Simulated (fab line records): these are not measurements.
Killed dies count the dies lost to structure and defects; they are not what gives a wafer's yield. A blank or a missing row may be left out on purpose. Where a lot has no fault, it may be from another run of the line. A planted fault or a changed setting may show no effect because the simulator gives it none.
fab line records ; flow gf180mcu ; part 1 of 2: steps 1 to 26 of 38
record: lots: 5; wafers: 15; last_day: 33
route steps=602 shown STI@14 DNWELL@32 NWELL@42
lots that met no fault: from a run of the same line without faults
start_h: start of the lot's first displayed wafer, in hours after the record's first day ; wait_h: hours since the lot's step before ; " as in the row above ; L1.1+2: a single row standing in for several wafers ; - no value, or no start given ; * or withheld: withheld ; < > ~ a bound
route shown NAME@n: names a module that has steps shown in the file, with the first one's number in the route ; usual: mean/standard deviation taken from wafers without a fault ; same: alike in all rows ; chamber/n: place in a boat ; sites: each site's reading ; _std_site: standard deviation across them ; _edge_site: the outer-site mean with the inner-site mean subtracted ; radius_mm: how far each site lies from the wafer's centre ; mask NAME#n: copy n ; behind: tool/chamber where the wafer was last shaped ; hold: cause of the lot's hold/its duration in hours/its outcome ; device: the transistor (n, p or np) that didn't switch ; end of line: the tests these same wafers got at the end of their route ; a step without rows: its recipe alone ; killed: dies lost to structure and defects at the first sort, not the wafer's yield ; map: a wafer's dies, marking killed ones x, the rest . and places with no die _
set.NAME: the setting that was run; set.NAME@STEP: the one run at that earlier step ; model.NAME: the simulator's own value behind a step, which no gauge read
lots seen at some steps along the route; tables by step, rows by wafer
services: a tool's chamber out of use, with start hour (start_h, from the record's first day; less than 0 if before it), hours out, and reason
== steps ==
step: GF_STI_ETCH_13
recipe: chemistry: CHF3/O2; stop_on: Si; over_etch_frac: 0.3; target_depth_a: 2823.1; source_w: 600; bias_w: 200; pressure_mtorr: 40; chf3_flow_sccm: 50; O2_flow_sccm: 5; time_s: 112.9
usual: drypump_motor_current_A: 5.8/0.36; oes_product_au: 0.835/0.0062; throttle_valve_pct: 8.811/0.0091
same: time_s: 112.9
lot.wafer;tool;chamber;start_h;wait_h;drypump_motor_current_A;oes_product_au;rf_hours_counter_h;throttle_valve_pct
L083.3;rie_diel-01;3;71.71;0.1;5.7;0.833;16;8.826
L083.4;rie_diel-01;2;71.71;0.1;6.5;0.834;86;8.828
L083.6;rie_diel-01;0;71.71;0.1;5.8;0.832;-;8.801
L084.2;rie_diel-03;1;76.63;0.1;5.8;0.833;61;8.832
L084.4;rie_diel-03;2;76.63;0.1;6.1;0.847;10;8.821
L084.6;rie_diel-03;0;76.63;0.1;5.3;0.839;-;8.815
L086.3;rie_diel-01;0;87.81;0.1;5.7;0.844;7;8.793
L086.4;rie_diel-01;1;87.81;0.1;5.3;0.839;11;8.811
L086.5;rie_diel-01;0;87.81;0.1;5.7;0.830;-;8.795
L090.1;rie_diel-01;3;107.96;0.1;5.7;0.835;17;8.819
L090.2;rie_diel-01;2;107.96;0.1;6.5;0.835;87;8.816
L090.4;rie_diel-01;0;107.96;0.1;5.7;0.839;7;8.795
L091.2;rie_diel-03;1;114.31;0.1;5.7;0.828;62;8.813
L091.3;rie_diel-03;0;114.31;0.1;5.3;0.839;7;8.826
L091.5;rie_diel-03;3;114.31;0.1;6.0;0.833;-;8.818
step: GF_STI_ETCH_14
recipe: target: Si; chemistry: HBr/Cl2/O2; target_depth_nm: 360; icp_w: 600; bias_w: 150; pressure_mtorr: 15; HBr_flow_sccm: 150; Cl2_flow_sccm: 40; O2_flow_sccm: 6; time_s: 102.9
usual: drypump_motor_current_A: 5.68/0.26; oes_product_au: 1.008/0.013; throttle_valve_pct: 25.652/0.012
same: time_s: 102.9
lot.wafer;tool;chamber;start_h;wait_h;drypump_motor_current_A;oes_product_au;rf_hours_counter_h;throttle_valve_pct
L083.3;rie_si-01;2;71.79;0.0;6.03;1.018;2;25.640
L083.4;rie_si-01;0;71.79;0.0;5.90;1.008;40;25.643
L083.6;rie_si-01;2;71.79;0.0;6.01;1.008;-;25.647
L084.2;rie_si-01;3;76.70;0.0;5.62;0.997;3;25.644
L084.4;rie_si-01;1;76.70;0.0;5.77;1.033;76;25.647
L084.6;rie_si-01;0;76.70;0.0;5.86;1.009;-;25.649
L086.3;rie_si-01;3;87.89;0.0;5.64;1.001;3;25.668
L086.4;rie_si-01;1;87.89;0.0;5.79;1.030;-;25.644
L086.5;rie_si-01;3;87.89;0.0;5.64;0.988;-;25.655
L090.1;rie_si-02;2;108.04;0.0;5.75;1.007;3;25.664
L090.2;rie_si-02;1;108.04;0.0;5.21;0.994;35;25.660
L090.4;rie_si-02;3;108.04;0.0;5.37;1.008;1;25.635
L091.2;rie_si-02;1;114.39;0.0;5.23;0.989;35;25.654
L091.3;rie_si-02;0;114.39;0.0;5.87;1.006;0;25.671
L091.5;rie_si-02;3;114.39;0.0;5.32;1.007;-;25.648
step: GF_STI_STRIP_15
recipe: chemistry: O2/N2; power_w: 1400; pressure_mtorr: 1500; platen_temp_c: 250; o2_flow_sccm: 3000; n2_flow_sccm: 300; overash_fraction: 0.5
usual: drypump_motor_current_A: 5.7/0.34; heater_power_w: 335/14; n2_flow_sccm: 300.1/0.99; oes_product_au: 0.383/0.0051; strip_time_to_endpoint_s: 3.72/0.059
lot.wafer;tool;chamber;start_h;wait_h;drypump_motor_current_A;heater_power_w;n2_flow_sccm;oes_product_au;rf_hours_counter_h;strip_time_to_endpoint_s
L083.3;plasma_asher-01;1;71.90;0.1;5.4;338;300.5;0.382;-;3.68
L083.4;plasma_asher-01;0;71.90;0.1;5.5;325;298.8;0.384;-;3.74
L083.6;plasma_asher-01;0;71.90;0.1;5.5;327;298.6;0.389;-;3.74
L084.2;plasma_asher-02;0;76.78;0.0;5.4;354;300.1;0.380;28;3.67
L084.4;plasma_asher-02;0;76.78;0.0;5.3;350;299.8;0.373;-;3.65
L084.6;plasma_asher-02;1;76.78;0.0;6.4;352;301.5;0.388;-;3.73
L086.3;plasma_asher-01;0;88.00;0.1;5.5;322;301.0;0.384;-;3.77
L086.4;plasma_asher-01;1;88.00;0.1;5.4;335;300.9;0.377;-;3.70
L086.5;plasma_asher-01;0;88.00;0.1;5.5;335;299.9;0.392;-;3.78
L090.1;plasma_asher-01;1;108.12;0.0;5.4;342;298.9;0.385;44;3.72
L090.2;plasma_asher-01;0;108.12;0.0;5.5;328;300.1;0.383;44;3.78
L090.4;plasma_asher-01;1;108.12;0.0;5.4;335;301.5;0.387;-;3.78
L091.2;plasma_asher-01;0;114.47;0.0;5.5;328;297.6;0.383;44;3.67
L091.3;plasma_asher-01;0;114.47;0.0;5.5;323;298.4;0.389;-;3.75
L091.5;plasma_asher-01;1;114.47;0.0;5.4;325;300.6;0.383;-;3.68
step: GF_STI_CLEAN_16
recipe: chemistry: dHF; time_s: 25; dilution: 100:1
same: time_s: 25
lot.wafer;tool;chamber;start_h;wait_h
L083.3+4+6;wet_bench-03;2;71.97;0.0
L084.2+4+6;wet_bench-01;3;76.88;0.1
L086.3+4+5;wet_bench-03;3;88.07;0.0
L090.1+2+4;wet_bench-02;3;108.22;0.1
L091.2+3+5;wet_bench-02;1;114.57;0.1
step: GF_STI_WET_ETCH_17
recipe: chemistry: H3PO4; target_depth_nm: 45; temp_c: 160; target: Si3N4; time_s: 514
usual: bath_heat_duty_pct: 27/3.5
same: time_s: 514
lot.wafer;tool;chamber;start_h;wait_h;bath_heat_duty_pct
L083.3;wet_bench-02;1;71.98;0.0;26
L083.4;wet_bench-02;1;71.98;0.0;24
L083.6;wet_bench-02;1;71.98;0.0;25
L084.2;wet_bench-03;3;76.90;0.0;29
L084.4;wet_bench-03;3;76.90;0.0;29
L084.6;wet_bench-03;3;76.90;0.0;28
L086.3;wet_bench-01;3;88.08;0.0;34
L086.4;wet_bench-01;3;88.08;0.0;33
L086.5;wet_bench-01;3;88.08;0.0;32
L090.1;wet_bench-03;1;108.23;0.0;27
L090.2;wet_bench-03;1;108.23;0.0;25
L090.4;wet_bench-03;1;108.23;0.0;26
L091.2;wet_bench-03;3;114.58;0.0;26
L091.3;wet_bench-03;3;114.58;0.0;27
L091.5;wet_bench-03;3;114.58;0.0;27
step: GF_STI_CLEAN_18
recipe: chemistry: SC1/SC2; mix: 1:4:20; temp_c: 70; time_s: 150
usual: bath_heat_duty_pct: 13.4/2
same: time_s: 150
lot.wafer;tool;chamber;start_h;wait_h;bath_heat_duty_pct
L083.3;wet_bench-03;3;72.13;0.0;14.0
L083.4;wet_bench-03;3;72.13;0.0;14.7
L083.6;wet_bench-03;3;72.13;0.0;13.5
L084.2;wet_bench-02;2;77.05;0.0;15.0
L084.4;wet_bench-02;2;77.05;0.0;16.7
L084.6;wet_bench-02;2;77.05;0.0;15.3
L086.3;wet_bench-03;2;88.25;0.0;14.1
L086.4;wet_bench-03;2;88.25;0.0;14.0
L086.5;wet_bench-03;2;88.25;0.0;13.3
L090.1;wet_bench-01;0;108.40;0.0;11.0
L090.2;wet_bench-01;0;108.40;0.0;11.6
L090.4;wet_bench-01;0;108.40;0.0;12.0
L091.2;wet_bench-01;0;114.75;0.0;12.4
L091.3;wet_bench-01;0;114.75;0.0;12.4
L091.5;wet_bench-01;0;114.75;0.0;10.8
step: GF_STI_CLEAN_19
recipe: chemistry: dHF; time_s: 20; dilution: 100:1
same: time_s: 20
lot.wafer;tool;chamber;start_h;wait_h
L083.3+4+6;wet_bench-01;2;72.19;0.0
L084.2+4+6;wet_bench-03;3;77.10;0.0
L086.3+4+5;wet_bench-02;0;88.30;0.0
L090.1+2+4;wet_bench-02;1;108.45;0.0
L091.2+3+5;wet_bench-02;2;114.80;0.0
step: GF_STI_WET_ETCH_20
recipe: chemistry: dHF; dilution: 100:1; target_depth_nm: 20; temp_c: 25; dry: ipa_marangoni; target: SiO2; time_s: 400
usual: bath_heat_duty_pct: 6.3/0.9
same: time_s: 400
lot.wafer;tool;chamber;start_h;wait_h;bath_heat_duty_pct
L083.3;wet_bench-03;3;72.20;0.0;7.7
L083.4;wet_bench-03;3;72.20;0.0;6.9
L083.6;wet_bench-03;3;72.20;0.0;7.2
L084.2;wet_bench-02;2;77.11;0.0;8.0
L084.4;wet_bench-02;2;77.11;0.0;8.1
L084.6;wet_bench-02;2;77.11;0.0;8.9
L086.3;wet_bench-01;2;88.31;0.0;5.2
L086.4;wet_bench-01;2;88.31;0.0;6.1
L086.5;wet_bench-01;2;88.31;0.0;5.4
L090.1;wet_bench-03;0;108.46;0.0;5.8
L090.2;wet_bench-03;0;108.46;0.0;5.9
L090.4;wet_bench-03;0;108.46;0.0;6.6
L091.2;wet_bench-03;1;114.81;0.0;5.1
L091.3;wet_bench-03;1;114.81;0.0;5.3
L091.5;wet_bench-03;1;114.81;0.0;6.1
step: GF_STI_OXIDATION_21
recipe: temp_c: 1000; ambient: O2; stabilise_s: 600; purge_s: 300; target_thk_a: 150; ox_time_s: 458
usual: zone_power_top_pct: 46/3.3
same: stabilise_s: 600
lot.wafer;tool;chamber;start_h;wait_h;zone_power_top_pct
L083.3;furnace-02;0;72.89;0.6;42
L083.4;furnace-02;0;72.89;0.6;42
L083.6;furnace-02;0;72.89;0.6;43
L084.2;furnace-02;0;78.26;1.0;42
L084.4;furnace-02;0;78.26;1.0;42
L084.6;furnace-02;0;78.26;1.0;43
L086.3;furnace-01;0;88.87;0.4;49
L086.4;furnace-01;0;88.87;0.4;48
L086.5;furnace-01;0;88.87;0.4;49
L090.1;furnace-02;0;108.59;0.0;42
L090.2;furnace-02;0;108.59;0.0;42
L090.4;furnace-02;0;108.59;0.0;42
L091.2;furnace-02;0;114.94;0.0;43
L091.3;furnace-02;0;114.94;0.0;43
L091.5;furnace-02;0;114.94;0.0;41
step: GF_STI_THK_MEAS_22
recipe: reads: SiO2_of_STI_OXIDATION_21
usual: STI_OXIDATION_01_THK: 14.86/0.28
lot.wafer;tool;chamber;start_h;wait_h;STI_OXIDATION_01_THK[nm]
L083.3;film_metro-03;-;74.04;0.0;14.85
L083.4;film_metro-03;-;74.04;0.0;14.71
L083.6;film_metro-03;-;74.04;0.0;14.64
L084.2;film_metro-03;-;79.40;0.0;14.76
L084.4;film_metro-03;-;79.40;0.0;14.47
L084.6;film_metro-03;-;79.40;0.0;14.78
L086.3;film_metro-02;-;90.02;0.0;15.21
L086.4;film_metro-02;-;90.02;0.0;15.17
L086.5;film_metro-02;-;90.02;0.0;15.33
L090.1;film_metro-02;-;109.72;0.0;15.18
L090.2;film_metro-02;-;109.72;0.0;15.11
L090.4;film_metro-02;-;109.72;0.0;15.29
L091.2;film_metro-03;-;116.08;0.0;15.02
L091.3;film_metro-03;-;116.08;0.0;14.75
L091.5;film_metro-03;-;116.08;0.0;14.76
step: GF_STI_CVD_23
recipe: material: SiO2; target_thk_nm: 650; sigma_open_frac: 0.3; time_s: 108.3; temp_c: 600; sih4_flow_sccm: 60; pressure_mtorr: 6
usual: sih4_flow_sccm: 60.00/0.19
same: time_s: 108.3
lot.wafer;tool;chamber;start_h;wait_h;sih4_flow_sccm
L083.3;hdpcvd-02;2;74.08;0.0;59.65
L083.4;hdpcvd-02;0;74.08;0.0;59.99
L083.6;hdpcvd-02;2;74.08;0.0;59.68
L084.2;hdpcvd-01;1;79.45;0.0;60.14
L084.4;hdpcvd-01;2;79.45;0.0;59.86
L084.6;hdpcvd-01;1;79.45;0.0;59.82
L086.3;hdpcvd-02;1;90.06;0.0;59.87
L086.4;hdpcvd-02;2;90.06;0.0;60.29
L086.5;hdpcvd-02;1;90.06;0.0;60.15
L090.1;hdpcvd-02;0;109.78;0.1;60.12
L090.2;hdpcvd-02;1;109.78;0.1;59.73
L090.4;hdpcvd-02;0;109.78;0.1;60.24
L091.2;hdpcvd-02;2;116.13;0.0;59.95
L091.3;hdpcvd-02;0;116.13;0.0;60.08
L091.5;hdpcvd-02;2;116.13;0.0;60.22
step: GF_STI_THK_MEAS_24
recipe: reads: SiO2_of_STI_CVD_23
usual: STI_CVD_23_THK: 652/9.5
lot.wafer;tool;chamber;start_h;wait_h;STI_CVD_23_THK[nm]
L083.3;film_metro-01;-;74.18;0.1;654
L083.4;film_metro-01;-;74.18;0.1;640
L083.6;film_metro-01;-;74.18;0.1;653
L084.2;film_metro-03;-;79.54;0.0;654
L084.4;film_metro-03;-;79.54;0.0;648
L084.6;film_metro-03;-;79.54;0.0;640
L086.3;film_metro-02;-;90.15;0.1;639
L086.4;film_metro-02;-;90.15;0.1;647
L086.5;film_metro-02;-;90.15;0.1;638
L090.1;film_metro-03;-;109.85;0.0;643
L090.2;film_metro-03;-;109.85;0.0;652
L090.4;film_metro-03;-;109.85;0.0;641
L091.2;film_metro-02;-;116.21;0.0;660
L091.3;film_metro-02;-;116.21;0.0;648
L091.5;film_metro-02;-;116.21;0.0;659
step: GF_STI_CMP_25
recipe: stop_on: Si3N4; t_overpolish_s: 33; down_force_psi: 4; platen_rpm: 60; target_thk_nm: 524.6; pad_velocity_m_s: 0.94248
usual: motor_current_A: 12.2/1.3; overpolish_run_s: 33.000/0.009; time_to_endpoint_s: 122/5.9
lot.wafer;tool;chamber;start_h;wait_h;motor_current_A;overpolish_run_s;time_to_endpoint_s
L083.3;cmp-01;0;74.27;0.1;12.4;33.000;115
L083.4;cmp-01;1;74.27;0.1;12.4;33.009;120
L083.6;cmp-01;0;74.27;0.1;12.3;33.003;115
L084.2;cmp-02;3;79.59;0.0;12.1;33.014;113
L084.4;cmp-02;1;79.59;0.0;12.8;33.010;119
L084.6;cmp-02;0;79.59;0.0;10.5;33.004;116
L086.3;cmp-01;2;90.19;0.0;14.1;32.992;123
L086.4;cmp-01;1;90.19;0.0;11.7;33.001;119
L086.5;cmp-01;2;90.19;0.0;13.8;33.017;123
L090.1;cmp-02;1;109.91;0.1;11.8;33.005;123
L090.4;cmp-02;2;109.91;0.1;10.1;33.013;121
L090.2;cmp-02;0;109.91;0.1;11.2;32.994;124
L091.2;cmp-01;1;116.31;0.1;12.0;33.004;124
L091.3;cmp-01;2;116.31;0.1;14.4;32.987;129
L091.5;cmp-01;1;116.31;0.1;12.1;33.005;122
step: GF_STI_WET_ETCH_26
recipe: chemistry: dHF; target_depth_nm: 94; target: SiO2; temp_c: 25; dilution: 10:1; time_s: 188
usual: bath_heat_duty_pct: 6.2/1
same: time_s: 188
lot.wafer;tool;chamber;start_h;wait_h;bath_heat_duty_pct
L083.3;wet_bench-03;0;74.52;0.2;5.9
L083.4;wet_bench-03;0;74.52;0.2;5.7
L083.6;wet_bench-03;0;74.52;0.2;5.7
L084.2;wet_bench-03;3;79.89;0.2;6.5
L084.4;wet_bench-03;3;79.89;0.2;8.4
L084.6;wet_bench-03;3;79.89;0.2;6.0
L086.3;wet_bench-01;1;90.49;0.2;5.4
L086.4;wet_bench-01;1;90.49;0.2;5.2
L086.5;wet_bench-01;1;90.49;0.2;6.7
L090.1;wet_bench-01;3;110.21;0.2;7.7
L090.2;wet_bench-01;3;110.21;0.2;8.5
L090.4;wet_bench-01;3;110.21;0.2;8.2
L091.2;wet_bench-02;1;116.56;0.2;6.1
L091.3;wet_bench-02;1;116.56;0.2;6.1
L091.5;wet_bench-02;1;116.56;0.2;5.9
step: GF_STI_WET_ETCH_27
recipe: chemistry: H3PO4; target_depth_nm: 160; target: Si3N4; temp_c: 160; time_s: 1825
usual: bath_heat_duty_pct: 26.3/2.8
same: time_s: 1825
lot.wafer;tool;chamber;start_h;wait_h;bath_heat_duty_pct
L083.3;wet_bench-02;0;74.58;0.0;27.4
L083.4;wet_bench-02;0;74.58;0.0;29.4
L083.6;wet_bench-02;0;74.58;0.0;30.0
L084.2;wet_bench-02;1;79.95;0.0;24.5
L084.4;wet_bench-02;1;79.95;0.0;25.8
L084.6;wet_bench-02;1;79.95;0.0;23.1
L086.3;wet_bench-02;1;90.56;0.0;24.7
L086.4;wet_bench-02;1;90.56;0.0;24.8
L086.5;wet_bench-02;1;90.56;0.0;23.4
L090.1;wet_bench-03;3;110.27;0.0;26.7
L090.2;wet_bench-03;3;110.27;0.0;27.2
L090.4;wet_bench-03;3;110.27;0.0;27.6
L091.2;wet_bench-03;2;116.62;0.0;29.1
L091.3;wet_bench-03;2;116.62;0.0;27.7
L091.5;wet_bench-03;2;116.62;0.0;27.6
step: GF_STI_WET_ETCH_28
recipe: chemistry: dHF; target_depth_nm: 20; dry: ipa_marangoni; target: SiO2; temp_c: 25; dilution: 10:1; time_s: 40
usual: bath_heat_duty_pct: 6.1/0.63
same: time_s: 40
lot.wafer;tool;chamber;start_h;wait_h;bath_heat_duty_pct
L083.3;wet_bench-01;2;75.09;0.0;5.7
L083.4;wet_bench-01;2;75.09;0.0;4.6
L083.6;wet_bench-01;2;75.09;0.0;6.2
L084.2;wet_bench-01;2;80.46;0.0;4.5
L084.4;wet_bench-01;2;80.46;0.0;5.0
L084.6;wet_bench-01;2;80.46;0.0;5.2
L086.3;wet_bench-03;3;91.07;0.0;6.9
L086.4;wet_bench-03;3;91.07;0.0;5.8
L086.5;wet_bench-03;3;91.07;0.0;5.6
L090.1;wet_bench-01;1;110.84;0.0;5.2
L090.2;wet_bench-01;1;110.84;0.0;6.6
L090.4;wet_bench-01;1;110.84;0.0;5.5
L091.2;wet_bench-01;2;117.14;0.0;5.6
L091.3;wet_bench-01;2;117.14;0.0;5.4
L091.5;wet_bench-01;2;117.14;0.0;5.9
step: GF_STI_OXIDATION_29
recipe: temp_c: 900; ambient: O2; stabilise_s: 600; purge_s: 300; target_thk_a: 100; ox_time_s: 1471
usual: zone_power_top_pct: 38.7/2.8
same: stabilise_s: 600
lot.wafer;tool;chamber;start_h;wait_h;zone_power_top_pct
L083.3;furnace-02;0;75.37;0.3;35.4
L083.4;furnace-02;0;75.37;0.3;35.5
L083.6;furnace-02;0;75.37;0.3;35.9
L084.2;furnace-01;0;80.94;0.5;40.9
L084.4;furnace-01;0;80.94;0.5;41.1
L084.6;furnace-01;0;80.94;0.5;40.7
L086.3;furnace-02;0;91.48;0.4;36.0
L086.4;furnace-02;0;91.48;0.4;35.4
L086.5;furnace-02;0;91.48;0.4;35.2
L090.1;furnace-02;0;110.86;0.0;35.4
L090.2;furnace-02;0;110.86;0.0;35.5
L090.4;furnace-02;0;110.86;0.0;35.4
L091.2;furnace-02;0;117.16;0.0;35.3
L091.3;furnace-02;0;117.16;0.0;35.3
L091.5;furnace-02;0;117.16;0.0;35.3
step: GF_STI_THK_MEAS_30
recipe: reads: SiO2_of_STI_OXIDATION_29
usual: STI_OXIDATION_02_THK: 10.29/0.19
lot.wafer;tool;chamber;start_h;wait_h;STI_OXIDATION_02_THK[nm]
L083.3;film_metro-03;-;76.78;0.0;9.95
L083.4;film_metro-03;-;76.78;0.0;10.09
L083.6;film_metro-03;-;76.78;0.0;10.23
L084.2;film_metro-03;-;82.35;0.0;10.13
L084.4;film_metro-03;-;82.35;0.0;10.31
L084.6;film_metro-03;-;82.35;0.0;10.05
L086.3;film_metro-02;-;92.90;0.0;10.34
L086.4;film_metro-02;-;92.90;0.0;9.91
L086.5;film_metro-02;-;92.90;0.0;10.16
L090.1;film_metro-03;-;112.25;0.0;10.36
L090.2;film_metro-03;-;112.25;0.0;10.31
L090.4;film_metro-03;-;112.25;0.0;10.51
L091.2;film_metro-03;-;118.56;0.0;10.28
L091.3;film_metro-03;-;118.56;0.0;10.14
L091.5;film_metro-03;-;118.56;0.0;10.33
step: GF_DNWELL_DEHYDRATE_00
recipe: temp_c: 200; time_s: 60
usual: heater_power_total_W: 160.37/0.12
same: time_s: 60
lot.wafer;tool;chamber;start_h;wait_h;heater_power_total_W
L083.3;litho_track-02;0;82.96;6.2;160.29
L083.4;litho_track-02;0;82.96;6.2;160.21
L083.6;litho_track-02;0;82.96;6.2;160.27
L084.2;litho_track-04;0;88.03;5.7;160.51
L084.4;litho_track-04;0;88.03;5.7;160.31
L084.6;litho_track-04;0;88.03;5.7;160.26
L086.3;litho_track-02;0;99.01;6.1;160.58
L086.4;litho_track-02;0;99.01;6.1;160.35
L086.5;litho_track-02;0;99.01;6.1;160.47
L090.1;litho_track-04;0;118.70;6.4;160.31
L090.2;litho_track-04;0;118.70;6.4;160.17
L090.4;litho_track-04;0;118.70;6.4;160.22
L091.2;litho_track-03;0;124.73;6.2;160.35
L091.3;litho_track-03;0;124.73;6.2;160.62
L091.5;litho_track-03;0;124.73;6.2;160.57
step: GF_DNWELL_HMDS_01
recipe: prime_time_s: 60; prime_temp_c: 120
lot.wafer;tool;chamber;start_h;wait_h
L083.3+4+6;litho_track-02;0;83.11;0.1
L084.2+4+6;litho_track-04;0;88.18;0.1
L086.3+4+5;litho_track-02;0;99.16;0.1
L090.1+2+4;litho_track-04;0;118.85;0.1
L091.2+3+5;litho_track-03;0;124.88;0.1
step: GF_DNWELL_COAT_02
recipe: spin_rpm: 2000; resist_thk_nm: 3000
lot.wafer;tool;chamber;start_h;wait_h
L083.3+4+6;litho_track-02;0;83.26;0.1
L084.2+4+6;litho_track-04;0;88.33;0.1
L086.3+4+5;litho_track-02;0;99.31;0.1
L090.1+2+4;litho_track-04;0;119.00;0.1
L091.2+3+5;litho_track-03;0;125.03;0.1
step: GF_DNWELL_SOFTBAKE_03
recipe: temp_c: 110; time_s: withheld
usual: heater_power_total_W: 65.34/0.15
lot.wafer;tool;chamber;start_h;wait_h;heater_power_total_W
L083.3;litho_track-02;0;83.42;0.1;65.16
L083.4;litho_track-02;0;83.42;0.1;65.17
L083.6;litho_track-02;0;83.42;0.1;65.63
L084.2;litho_track-04;0;88.49;0.1;65.55
L084.4;litho_track-04;0;88.49;0.1;65.41
L084.6;litho_track-04;0;88.49;0.1;65.16
L086.3;litho_track-02;0;99.47;0.1;65.24
L086.4;litho_track-02;0;99.47;0.1;65.39
L086.5;litho_track-02;0;99.47;0.1;65.49
L090.1;litho_track-04;0;119.15;0.1;65.44
L090.2;litho_track-04;0;119.15;0.1;65.23
L090.4;litho_track-04;0;119.15;0.1;65.13
L091.2;litho_track-03;0;125.19;0.1;65.57
L091.3;litho_track-03;0;125.19;0.1;65.21
L091.5;litho_track-03;0;125.19;0.1;65.58
step: GF_DNWELL_EXPOSE_04
recipe: mask_id: DNWELL; target_cd_nm: 1700; na: 0.6; source_shape: conventional; sigma_outer: 0.6; dose_mj: 260
same: na: 0.6
lot.wafer;tool;chamber;start_h;wait_h;mask
L083.3+4+6;iline_stepper-01;0;-;-;DNWELL#0
L084.2+4+6;iline_stepper-01;0;-;-;DNWELL#0
L086.3+4+5;iline_stepper-01;0;-;-;DNWELL#0
L090.1+2+4;iline_stepper-02;0;-;-;DNWELL#0
L091.2+3+5;iline_stepper-02;0;-;-;DNWELL#0
step: GF_DNWELL_PEB_05
recipe: temp_c: 115; time_s: withheld
usual: heater_power_total_W: 69.35/0.14
lot.wafer;tool;chamber;start_h;wait_h;heater_power_total_W
L083.3;litho_track-04;0;-;-;69.38
L083.4;litho_track-04;0;-;-;69.29
L083.6;litho_track-04;0;-;-;69.53
L084.2;litho_track-04;0;-;-;69.23
L084.4;litho_track-04;0;-;-;69.61
L084.6;litho_track-04;0;-;-;69.22
L086.3;litho_track-03;0;-;-;69.24
L086.4;litho_track-03;0;-;-;69.48
L086.5;litho_track-03;0;-;-;69.58
L090.1;litho_track-02;0;-;-;69.22
L090.2;litho_track-02;0;-;-;69.39
L090.4;litho_track-02;0;-;-;69.47
L091.2;litho_track-04;0;-;-;69.43
L091.3;litho_track-04;0;-;-;69.48
L091.5;litho_track-04;0;-;-;69.32
step: GF_DNWELL_DEVELOP_06
recipe: wall_angle_deg: 90; develop_time_s: 60; dev_temp_c: 23
usual: developer_temp_C: 22.99/0.094
lot.wafer;tool;chamber;start_h;wait_h;developer_temp_C
L083.3;litho_track-04;0;-;-;22.98
L083.4;litho_track-04;0;-;-;22.90
L083.6;litho_track-04;0;-;-;22.99
L084.2;litho_track-04;0;-;-;22.82
L084.4;litho_track-04;0;-;-;22.99
L084.6;litho_track-04;0;-;-;22.89
L086.3;litho_track-03;0;-;-;22.98
L086.4;litho_track-03;0;-;-;23.02
L086.5;litho_track-03;0;-;-;22.98
L090.1;litho_track-02;0;-;-;23.01
L090.2;litho_track-02;0;-;-;23.02
L090.4;litho_track-02;0;-;-;23.00
L091.2;litho_track-04;0;-;-;22.91
L091.3;litho_track-04;0;-;-;22.96
L091.5;litho_track-04;0;-;-;22.79
step: GF_DNWELL_IMPLANT_07
recipe: species: P; energy_kev: 1500; dose_cm2: 1e+13; tilt_deg: 0
lot.wafer;tool;chamber;start_h;wait_h
L083.3+4+6;implanter-03;0;90.61;-
L084.2+4+6;implanter-02;0;95.28;-
L086.3+4+5;implanter-01;0;106.46;-
L090.1+2+4;implanter-01;0;126.41;-
L091.2+3+5;implanter-02;0;132.73;-
